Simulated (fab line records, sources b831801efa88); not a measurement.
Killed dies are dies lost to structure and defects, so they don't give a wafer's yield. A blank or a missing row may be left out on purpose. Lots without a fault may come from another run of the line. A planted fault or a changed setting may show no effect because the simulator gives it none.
One fault seen from 2 desks | flow gf180mcu | each desk has only its own numbers; what lay behind them comes last

THE METROLOGY DESK
What the gauges read, lot by lot, whatever tool the lot ran on: means of the sampled wafers that have a number. A lot is out of limits, marked OUT, if its mean lies more than 4 standard deviations from the usual mean; the brackets give that distance.
Columns: A = POLY_GATE_CVD_00_THK at GF_POLY_GATE_THK_MEAS_01, usual 200.8 nm; B = cd_nm at GF_POLY_GATE_CD_MEAS_18, usual 280.1 nm; C = HV_LDD_4_TW at GF_HV_LDD_TW_MEAS_50, usual 569.8; D = NSD_OVL at GF_NSD_OVL_MEAS_08, usual 0.3 nm
lot  | first seen here | A     | B     | C               | D
L597 | day 8 19:50     | 200.6 | 278.5 | 568.6           | 1.6
L600 | day 9 13:17     | 203.3 | 279.7 | 570.9           | -0.1
L602 | day 10 06:08    | 203.3 | 281.9 | 574.8           | 0.6
L605 | day 10 23:28    | 202.2 | 280.3 | 570.2           | 2.1
L607 | day 11 15:08    | 200.9 | 280.5 | 570.0           | -1.0
L609 | day 12 08:25    | 198.0 | 279.9 | 508.3 (-24) OUT | 0.2
L610 | day 12 11:58    | 203.0 | 280.1 | 508.8 (-23) OUT | 0.1
L611 | day 12 22:48    | 196.8 | 279.6 | 511.5 (-22) OUT | -1.3
L613 | day 13 13:37    | 199.9 | 281.3 | 569.8           | 0.7
L614 | day 13 17:20    | 203.3 | 281.0 | 567.4           | 0.8
L615 | day 14 02:34    | 200.6 | 279.2 | 567.8           | -1.5
L616 | day 14 07:54    | 197.4 | 279.1 | 571.4           | -0.1
L617 | day 14 14:17    | 199.7 | 280.4 | 567.8           | 0.5
L618 | day 14 18:40    | 198.7 | 281.3 | 568.4           | 0.8
This desk's finding: out of limits on L609, L610, L611; first on L609, day 16 21:20 (HV_LDD_4_TW at GF_HV_LDD_TW_MEAS_50). In limits: L597, L600, L602, L605, L607, L613, L614, L615, L616, L617, L618.

THE TOOL OWNER'S DESK: implanter-03
The tool's own readings at GF_HV_LDD_IMPLANT_48: means of the sampled wafers that have a number, for each lot that ran on this tool. A lot is out of limits, marked OUT, if its mean lies more than 4 standard deviations from the usual mean; the brackets give that distance.
Columns: A = beam_on_s at GF_HV_LDD_IMPLANT_48, usual 9.99 s; B = tilt_deg at GF_HV_LDD_IMPLANT_48, usual 7.001 degrees
lot  | first seen here | A     | B
L602 | day 14 10:18    | 10.10 | 6.981
L607 | day 16 00:46    | 10.01 | 6.987
L609 | day 16 21:08    | 9.87  | -0.013 (-99 or more) OUT
L610 | day 17 02:01    | 9.96  | 0.003 (-99 or more) OUT
L611 | day 17 13:01    | 10.04 | -0.006 (-99 or more) OUT
This desk's finding: out of limits on L609, L610, L611; first on L609, day 16 21:08 (tilt_deg at GF_HV_LDD_IMPLANT_48). In limits: L602, L607.

PUT TOGETHER
The tool owner's desk could have raised an alarm at day 16 21:08, on L609, L610, L611.
The metrology desk could have raised an alarm at day 16 21:20, on L609, L610, L611.
Of the lots named, all ran GF_HV_LDD_IMPLANT_48 on implanter-03.

WHAT THE SIMULATOR HAD PUT IN
Process parameter drift: implanter-03, from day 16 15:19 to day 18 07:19, at GF_HV_LDD_IMPLANT_48. Setting tilt_deg, moved by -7, from 7. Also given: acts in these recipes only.
Lots struck among those shown: L609, L610, L611.
Hours from the fault's start to each desk's first reading out of limits: the tool owner's desk, 6; the metrology desk, 6.
